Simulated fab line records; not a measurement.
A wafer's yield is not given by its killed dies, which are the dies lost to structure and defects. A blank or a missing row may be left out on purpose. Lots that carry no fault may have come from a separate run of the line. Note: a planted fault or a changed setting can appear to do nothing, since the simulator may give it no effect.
Which tool was responsible? / flow gf180mcu / 13 lots with 39 wafers sampled at 5 steps, on a route of 602 steps

## WHAT THE GAUGES SHOWED, per wafer
GF_STI_THK_MEAS_24. Usual: STI_CVD_23_THK 648 nm, standard deviation 6.7.
lot=L245; measured=day 2 04:50; on=film metro-04; STI_CVD_23_THK (nm)=641 646 632; flag=
lot=L248; measured=day 2 20:08; on=film metro-02; STI_CVD_23_THK (nm)=658 649 641; flag=
lot=L249; measured=day 3 01:31; on=film metro-04; STI_CVD_23_THK (nm)=646 643 647; flag=
lot=L250; measured=day 3 06:59; on=film metro-03; STI_CVD_23_THK (nm)=643 642 647; flag=
lot=L251; measured=day 3 13:49; on=film metro-04; STI_CVD_23_THK (nm)=646 636 637; flag=
lot=L252; measured=day 3 16:20; on=film metro-02; STI_CVD_23_THK (nm)=644 652 636; flag=
lot=L253; measured=day 3 20:41; on=film metro-03; STI_CVD_23_THK (nm)=651 652 657; flag=
lot=L254; measured=day 4 00:22; on=film metro-04; STI_CVD_23_THK (nm)=643 651 636; flag=
lot=L257; measured=day 4 15:47; on=film metro-03; STI_CVD_23_THK (nm)=659 646 650; flag=
lot=L258; measured=day 4 20:58; on=film metro-02; STI_CVD_23_THK (nm)=658 651 657; flag=
lot=L259; measured=day 5 04:13; on=film metro-02; STI_CVD_23_THK (nm)=643 651 648; flag=
lot=L261; measured=day 5 13:51; on=film metro-02; STI_CVD_23_THK (nm)=655 655 657; flag=
lot=L267; measured=day 6 20:49; on=film metro-02; STI_CVD_23_THK (nm)=641 634 639; flag=

GF_MVPSD_TW_MEAS_11. Usual: MVPSD_TW 549, standard deviation 8.4.
lot=L245; measured=day 4 23:40; on=film metro-02; MVPSD_TW=556 557 552; flag=
lot=L248; measured=day 5 19:16; on=film metro-03; MVPSD_TW=543 543 543; flag=
lot=L249; measured=day 6 00:37; on=film metro-03; MVPSD_TW=538 541 536; flag=
lot=L250; measured=day 6 09:32; on=film metro-02; MVPSD_TW=557 562 559; flag=
lot=L251; measured=day 6 15:43; on=film metro-02; MVPSD_TW=556 556 560; flag=
lot=L252; measured=day 6 19:33; on=film metro-02; MVPSD_TW=561 559 557; flag=
lot=L253; measured=day 6 22:50; on=film metro-03; MVPSD_TW=540 539 538; flag=
lot=L254; measured=day 7 04:07; on=film metro-01; MVPSD_TW=559 556 559; flag=
lot=L257; measured=day 8 00:28; on=film metro-03; MVPSD_TW=540 540 539; flag=
lot=L258; measured=day 8 04:20; on=film metro-03; MVPSD_TW=540 540 542; flag=
lot=L259; measured=day 8 14:29; on=film metro-02; MVPSD_TW=560 558 556; flag=
lot=L261; measured=day 9 01:52; on=film metro-03; MVPSD_TW=543 540 541; flag=
lot=L267; measured=day 10 18:07; on=film metro-03; MVPSD_TW=542 540 544; flag=

GF_VT_IMPLANT_TW_MEAS_32. Usual: VT_IMPLANT_3_TW 268.7, standard deviation 2.1.
lot=L245; measured=day 6 20:26; on=film metro-01; VT_IMPLANT_3_TW=269.4 269.1 271.0; flag=
lot=L248; measured=day 7 18:36; on=film metro-02; VT_IMPLANT_3_TW=268.4 269.2 267.8; flag=
lot=L249; measured=day 8 01:14; on=film metro-02; VT_IMPLANT_3_TW=271.0 270.7 269.5; flag=
lot=L250; measured=day 8 10:45; on=film metro-01; VT_IMPLANT_3_TW=268.8 268.7 269.9; flag=
lot=L251; measured=day 8 17:55; on=film metro-02; VT_IMPLANT_3_TW=271.4 270.7 271.2; flag=
lot=L252; measured=day 8 22:54; on=film metro-04; VT_IMPLANT_3_TW=266.9 267.2 266.5; flag=
lot=L253; measured=day 9 02:38; on=film metro-02; VT_IMPLANT_3_TW=269.0 270.3 269.5; flag=
lot=L254; measured=day 9 09:07; on=film metro-01; VT_IMPLANT_3_TW=269.4 271.0 271.8; flag=
lot=L257; measured=day 10 08:08; on=film metro-01; VT_IMPLANT_3_TW=244.4 244.9 244.0; flag=OFF
lot=L258; measured=day 10 12:42; on=film metro-04; VT_IMPLANT_3_TW=267.8 264.9 266.4; flag=
lot=L259; measured=day 11 00:19; on=film metro-01; VT_IMPLANT_3_TW=270.5 270.7 271.7; flag=
lot=L261; measured=day 11 11:48; on=film metro-02; VT_IMPLANT_3_TW=243.7 245.0 242.9; flag=OFF
lot=L267; measured=day 13 04:00; on=film metro-04; VT_IMPLANT_3_TW=266.0 265.1 265.7; flag=

## WHAT TOOL EACH LOT RAN ON (gives the tool, then ch and the chambers of the sampled wafers, and finally the start)
lot=L245; GF_VT_IMPLANT_STRIP_20=plasma asher-01 ch 0, day 6 04:36; GF_VT_IMPLANT_IMPLANT_30=implanter-01 ch 0, day 6 20:11
lot=L248; GF_VT_IMPLANT_STRIP_20=plasma asher-04 ch 0,1, day 7 01:56; GF_VT_IMPLANT_IMPLANT_30=implanter-04 ch 0, day 7 18:21
lot=L249; GF_VT_IMPLANT_STRIP_20=plasma asher-02 ch 0,1, day 7 08:32; GF_VT_IMPLANT_IMPLANT_30=implanter-01 ch 0, day 8 00:59
lot=L250; GF_VT_IMPLANT_STRIP_20=plasma asher-01 ch 0,1, day 7 17:26; GF_VT_IMPLANT_IMPLANT_30=implanter-04 ch 0, day 8 10:30
lot=L251; GF_VT_IMPLANT_STRIP_20=plasma asher-04 ch 0,1, day 8 00:32; GF_VT_IMPLANT_IMPLANT_30=implanter-03 ch 0, day 8 17:42
lot=L252; GF_VT_IMPLANT_STRIP_20=plasma asher-04 ch 0,1, day 8 04:23; GF_VT_IMPLANT_IMPLANT_30=implanter-04 ch 0, day 8 22:40
lot=L253; GF_VT_IMPLANT_STRIP_20=plasma asher-04 ch 1, day 8 08:14; GF_VT_IMPLANT_IMPLANT_30=implanter-01 ch 0, day 9 02:23
lot=L254; GF_VT_IMPLANT_STRIP_20=plasma asher-01 ch 0,1, day 8 14:05; GF_VT_IMPLANT_IMPLANT_30=implanter-01 ch 0, day 9 08:54
lot=L257; GF_VT_IMPLANT_STRIP_20=plasma asher-02 ch 0,1, day 9 12:32; GF_VT_IMPLANT_IMPLANT_30=implanter-01 ch 0, day 10 07:53
lot=L258; GF_VT_IMPLANT_STRIP_20=plasma asher-02 ch 0,1, day 9 17:08; GF_VT_IMPLANT_IMPLANT_30=implanter-03 ch 0, day 10 12:28
lot=L259; GF_VT_IMPLANT_STRIP_20=plasma asher-01 ch 0,1, day 10 04:23; GF_VT_IMPLANT_IMPLANT_30=implanter-04 ch 0, day 11 00:05
lot=L261; GF_VT_IMPLANT_STRIP_20=plasma asher-02 ch 0,1, day 10 16:05; GF_VT_IMPLANT_IMPLANT_30=implanter-01 ch 0, day 11 11:35
lot=L267; GF_VT_IMPLANT_STRIP_20=plasma asher-04 ch 0,1, day 12 08:09; GF_VT_IMPLANT_IMPLANT_30=implanter-03 ch 0, day 13 03:45
- GF_VT_IMPLANT_STRIP_20: strips in O2/N2.
- GF_VT_IMPLANT_IMPLANT_30

## WHAT THE TOOLS THEMSELVES READ (means of the sampled wafers that have a number; where no wafer has one, the mark that the record gives instead)
GF_VT_IMPLANT_STRIP_20. Usual: drypump motor current A 5.6 A, standard deviation 0.44; heater power w 343 W, standard deviation 43; oes product au 0.716 a.u., standard deviation 0.0045; strip time to endpoint s 12.63 s, standard deviation 0.037.
lot=L245; tool=plasma asher-01; drypump motor current A (A)=5.2; heater power w (W)=319; oes product au (a.u.)=0.716; strip time to endpoint s (s)=12.66; flag=
lot=L248; tool=plasma asher-04; drypump motor current A (A)=5.6; heater power w (W)=331; oes product au (a.u.)=0.719; strip time to endpoint s (s)=12.61; flag=
lot=L249; tool=plasma asher-02; drypump motor current A (A)=6.1; heater power w (W)=339; oes product au (a.u.)=0.718; strip time to endpoint s (s)=12.59; flag=
lot=L250; tool=plasma asher-01; drypump motor current A (A)=5.4; heater power w (W)=327; oes product au (a.u.)=0.720; strip time to endpoint s (s)=12.64; flag=
lot=L251; tool=plasma asher-04; drypump motor current A (A)=5.2; heater power w (W)=359; oes product au (a.u.)=0.716; strip time to endpoint s (s)=12.67; flag=
lot=L252; tool=plasma asher-04; drypump motor current A (A)=5.2; heater power w (W)=353; oes product au (a.u.)=0.715; strip time to endpoint s (s)=12.61; flag=
lot=L253; tool=plasma asher-04; drypump motor current A (A)=5.9; heater power w (W)=301; oes product au (a.u.)=0.719; strip time to endpoint s (s)=12.59; flag=
lot=L254; tool=plasma asher-01; drypump motor current A (A)=5.4; heater power w (W)=326; oes product au (a.u.)=0.715; strip time to endpoint s (s)=12.63; flag=
lot=L257; tool=plasma asher-02; drypump motor current A (A)=5.9; heater power w (W)=382; oes product au (a.u.)=0.711; strip time to endpoint s (s)=12.56; flag=
lot=L258; tool=plasma asher-02; drypump motor current A (A)=5.9; heater power w (W)=387; oes product au (a.u.)=0.717; strip time to endpoint s (s)=12.67; flag=
lot=L259; tool=plasma asher-01; drypump motor current A (A)=5.5; heater power w (W)=334; oes product au (a.u.)=0.714; strip time to endpoint s (s)=12.66; flag=
lot=L261; tool=plasma asher-02; drypump motor current A (A)=5.9; heater power w (W)=378; oes product au (a.u.)=0.715; strip time to endpoint s (s)=12.58; flag=
lot=L267; tool=plasma asher-04; drypump motor current A (A)=5.3; heater power w (W)=361; oes product au (a.u.)=0.717; strip time to endpoint s (s)=12.63; flag=

GF_VT_IMPLANT_IMPLANT_30. Usual: dose ions cm2 2.5333e+12, standard deviation 2.5e+09; faraday current uA 14.27, standard deviation 0.3.
lot=L245; tool=implanter-01; dose ions cm2=2.5319e+12; faraday current uA=14.19; flag=
lot=L248; tool=implanter-04; dose ions cm2=2.5322e+12; faraday current uA=14.20; flag=
lot=L249; tool=implanter-01; dose ions cm2=2.5343e+12; faraday current uA=14.53; flag=
lot=L250; tool=implanter-04; dose ions cm2=2.5332e+12; faraday current uA=14.17; flag=
lot=L251; tool=implanter-03; dose ions cm2=2.5318e+12; faraday current uA=13.93; flag=
lot=L252; tool=implanter-04; dose ions cm2=2.5315e+12; faraday current uA=14.18; flag=
lot=L253; tool=implanter-01; dose ions cm2=2.5331e+12; faraday current uA=14.72; flag=
lot=L254; tool=implanter-01; dose ions cm2=2.5313e+12; faraday current uA=14.26; flag=
lot=L257; tool=implanter-01; dose ions cm2=1.7935e+12; faraday current uA=10.13; flag=OFF
lot=L258; tool=implanter-03; dose ions cm2=2.5361e+12; faraday current uA=14.32; flag=
lot=L259; tool=implanter-04; dose ions cm2=2.5308e+12; faraday current uA=14.14; flag=
lot=L261; tool=implanter-01; dose ions cm2=1.7897e+12; faraday current uA=10.14; flag=OFF
lot=L267; tool=implanter-03; dose ions cm2=2.5355e+12; faraday current uA=14.29; flag=

## THE ANSWER, worked out from the rows above alone
Rule: a lot counts as off when the mean over its wafers that have a number is more than 3 standard deviations away from the usual mean. A lot without any number at a reading at which 4 lots or more have one is off too. Where the step has rows for the other lots, those lots are counted as sound. Order of review: gauges by route order, followed by the tools' own readings, for which a lot's mean as printed above is used. The first step at which some lot is off is used, and at that step the reading that is off furthest; a lot without a number counts as furthest.
Off: L257, L261, seen at GF_VT_IMPLANT_TW_MEAS_32 (VT_IMPLANT_3_TW).
A tool fits if, at a process step before that reading, it ran every lot that is off, and no sound lot after the first of them. Not tried: the gauges at GF_VT_IMPLANT_TW_MEAS_32; whatever is off there is also off at GF_VT_IMPLANT_IMPLANT_30, on other tools, and gauge error can't account for it. One fits: GF_VT_IMPLANT_IMPLANT_30 on implanter-01. Its last sound lot is L254 (day 9 08:54), its first lot that is off L257 (day 10 07:53): a fault that began between those two fits.
The tool's own readings at GF_VT_IMPLANT_IMPLANT_30 bear it out: on the lots that are off they differ by more than 5 times the standard deviation of the sound lots' means. dose ions cm2 reads 1.7916e+12 there against 2.5329e+12 on the sound lots; faraday current uA reads 10.14 there against 14.27 on the sound lots.

## WHAT WAS PUT IN BY THE SIMULATOR
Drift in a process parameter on implanter-01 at GF_VT_IMPLANT_IMPLANT_30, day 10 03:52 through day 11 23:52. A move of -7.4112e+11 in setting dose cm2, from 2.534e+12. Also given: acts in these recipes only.
Shown lots that were struck: L257, L261. The rule above found the same.
